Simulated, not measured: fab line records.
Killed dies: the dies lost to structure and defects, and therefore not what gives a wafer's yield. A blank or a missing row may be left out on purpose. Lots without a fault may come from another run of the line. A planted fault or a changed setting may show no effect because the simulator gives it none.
Comparing a struck lot with a sound one || flow sky130 || 15 out of 708 route steps
Sound: the wafers L882.1, L882.4, L882.5. Struck: wafer L892.3. At the end, the cause is stated.
Each step with rows lists, per side, the tool, then ch with its chambers, then its first start. Under that, the readings that differ: sound wafers || struck wafers || difference of the means || sigmas: that difference in standard deviations of wafers without a fault.
alike: same words and numbers on both sides, and readings whose means sit less than 2 such deviations apart. not compared: any withheld reading, any reading some wafer has no value for, any bound like >300 that may hide the same value, and any number with overlapping values for which the record gives no deviation.
The two part at a step that has a row with sigmas, a row that says differs or no value, or rows on one side only. When numbers do not overlap yet have no deviation, they are printed without sigmas and do not part them. Lack of a reading on every wafer of one side parts them only where that side has two or more wafers.

first, 7 steps without rows for these wafers: SKY_CONTACT_HMDS_07 (prime time 60 s); SKY_CONTACT_COAT_08 (resist thk 60 nm); SKY_CONTACT_COAT_09 (resist thk 450 nm); SKY_CONTACT_SOFTBAKE_10 (time 90 s); SKY_CONTACT_EXPOSE_11 (exposes mask CTM1, target cd 170 nm); SKY_CONTACT_PEB_12; SKY_CONTACT_DEVELOP_13 (develop time 60 s).
SKY_CONTACT_CD_MEAS_14 targets a cd of 170 nm.
  struck on cd sem-02, day 36 18:46; sound on cd sem-02, day 32 13:38
  alike: cd nm
SKY_CONTACT_OVL_MEAS_15:
  struck on overlay-01, day 36 18:51; sound on overlay-02, day 32 13:45
{"reading": "CONTACT_OVL (nm)", "sound": "-1 4 8", "struck": -11, "difference": -15, "sigmas": -3}
SKY_CONTACT_ETCH_16: etches BARC in N2/H2, stops on SiO2, time 45.9 s, target depth 60 nm.
  sound on rie diel-02 ch 0,2, day 32 13:47; struck on rie diel-04 ch 3, day 36 18:53
{"reading": "rf fwd power W (W)", "sound": "498.6 494.9 495.9", "struck": 491.5, "difference": -5.0, "sigmas": -2}
{"reading": "throttle valve pct (%)", "sound": "13.228 13.213 13.229", "struck": 13.201, "difference": -0.022, "sigmas": -3}
  alike: drypump motor current A, oes product au
  not compared: rf hours counter h
SKY_CONTACT_ETCH_17: etches SiO2 in C4F8/O2/Ar, stops on Si3N4, target depth 340 nm.
  sound on rie diel-02 ch 0,2, day 32 13:49; struck on rie diel-04 ch 3, day 36 18:55
  alike: oes product au, rf fwd power W
SKY_CONTACT_ETCH_18: etches Si3N4 in CHF3/O2, stops on TiN, time 39 s, target depth 75 nm.
  sound on rie diel-02 ch 0,2; struck on rie diel-04 ch 3
{"reading": "rf fwd power W (W)", "sound": "597.4 592.3 591.7", "struck": 587.4, "difference": -6.4, "sigmas": -2}
  alike: O2_flow_sccm, chf3 flow sccm, drypump motor current A, oes product au, throttle valve pct
  not compared: rf hours counter h
SKY_CONTACT_STRIP_19: strips in O2/N2.
  sound on plasma asher-04 ch 0, day 32 13:55; struck on plasma asher-01 ch 1, day 36 19:02
{"reading": "strip time to endpoint s (s)", "sound": "3.609 3.581 3.598", "struck": 3.708, "difference": "+0.112", "sigmas": "+5"}
  alike: drypump motor current A, oes product au
  not compared: rf hours counter h
then, 1 step without rows for these wafers: SKY_CONTACT_STRIP_20 (strips in post etch residue remover, time 1200 s).
SKY_PAD_OPEN_PROBE_99:
  rows exist in the record for the sound wafers here (prober-01, day 46 11:12), none for the struck ones

WHERE THEY PART
At SKY_CONTACT_OVL_MEAS_15 first; at SKY_PAD_OPEN_PROBE_99 last (within this record only).

WHY: what the simulator had put in
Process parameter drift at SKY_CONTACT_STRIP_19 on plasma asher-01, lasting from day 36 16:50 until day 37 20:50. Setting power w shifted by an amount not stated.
